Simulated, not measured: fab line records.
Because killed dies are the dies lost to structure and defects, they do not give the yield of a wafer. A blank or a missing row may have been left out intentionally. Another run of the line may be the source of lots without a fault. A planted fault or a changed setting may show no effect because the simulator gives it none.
Problem report in the 8D (eight disciplines) form, filled by code / flow sfq_line / the parts of the form that need people (team, actions taken, sign-off) are left out

## 1. WHAT WENT WRONG
Wafers without a fault read 2000.0 W, standard deviation 0.33; cathode_dc_power_W at SFQ_TRILAYER_M1_DEP_SPUTTER_037 reads a mean of 2054.4 W on 6 wafers belonging to 2 lots. That is +99 or more standard deviations from the usual mean.
The step: material Nb, target thk 200 nm, time 133.3 s.
Earliest sighting: wafer L613.1 on pvd_sputter-06 at day 16 10:49. The record holds 18 wafers of 6 lots with a number at this step. By rule, "out" or "out of limits" means more than 4 standard deviations away from the usual mean. The rest of the wafers with a number are treated as sound.

## 2. WHAT IT IS AND WHAT IT IS NOT
question=which readings at this step | is=cathode_dc_power_W | is not=resputter_cathode_voltage_v, substrate_temp_c, throttle_valve_pct
question=which lots | is=L613, L615 | is not=L594, L597, L604, L616
question=which wafers of those lots | is=all that have a number | is not=-
question=read on which tools | is=pvd_sputter-06 | is not=pvd_sputter-03, pvd_sputter-04
question=when | is=from day 16 10:49 | is not=up to then (9 sound wafers); but 3 sound wafers of L616 came after

## 3. SUSPECTS, AND WHAT RULES EACH OUT
Counting: a tool at any process step up to the reading remains a suspect when it ran all the lots that are out and ran no sound lot after the first of those.
- pvd_sputter-06 at SFQ_TRILAYER_M1_DEP_SPUTTER_037 (material Nb, target thk 200 nm, time 133.3 s): kept. It ran every lot that is out, first L613 (day 16 10:49), and no sound lot after that; its last sound lot up to then is L604 (day 13 13:13). Out on those wafers are its own readings of cathode_dc_power_W.
The count leaves pvd_sputter-06 at SFQ_TRILAYER_M1_DEP_SPUTTER_037.

## 4. THE CAUSE (what the simulator had put in)
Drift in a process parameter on pvd_sputter-06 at SFQ_TRILAYER_M1_DEP_SPUTTER_037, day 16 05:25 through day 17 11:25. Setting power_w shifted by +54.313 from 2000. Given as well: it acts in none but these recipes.
The count eliminated every tool but this one.

## 5. THE EFFECT CHAIN, in route order
Each row: a reading whose mean over the struck wafers that have a number lies more than 3 standard deviations from the usual. Only readings whose record carries a usual standard deviation are examined. hours: median over the lots of the time between each lot's start at the first step of this table that gives one and its start at this step. sigmas: the change, counted in usual standard deviations.
hours=0; step=SFQ_TRILAYER_M1_DEP_SPUTTER_037; reading=cathode_dc_power_W; usual=2000.0 W; on struck wafers=2054.4; change=+54.4; sigmas=+99 or more
It contains these process steps:
- SFQ_TRILAYER_M1_DEP_SPUTTER_037: material Nb, target thk 200 nm, time 133.3 s.
Later measuring or inspecting steps at which every struck wafer that the step has a row for has a number for every such reading, and none has moved that far: SFQ_M1_RS_MEAS_909, SFQ_M1_OVL_MEAS_911, SFQ_I1_BOW_MEAS_912, SFQ_I1_OVL_MEAS_913, SFQ_M8_BOW_MEAS_951.

## 6. WHAT WOULD HAVE CAUGHT IT SOONER
The fault began at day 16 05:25; the first out-of-limits reading in this record came at day 16 10:49, 5 hours later.
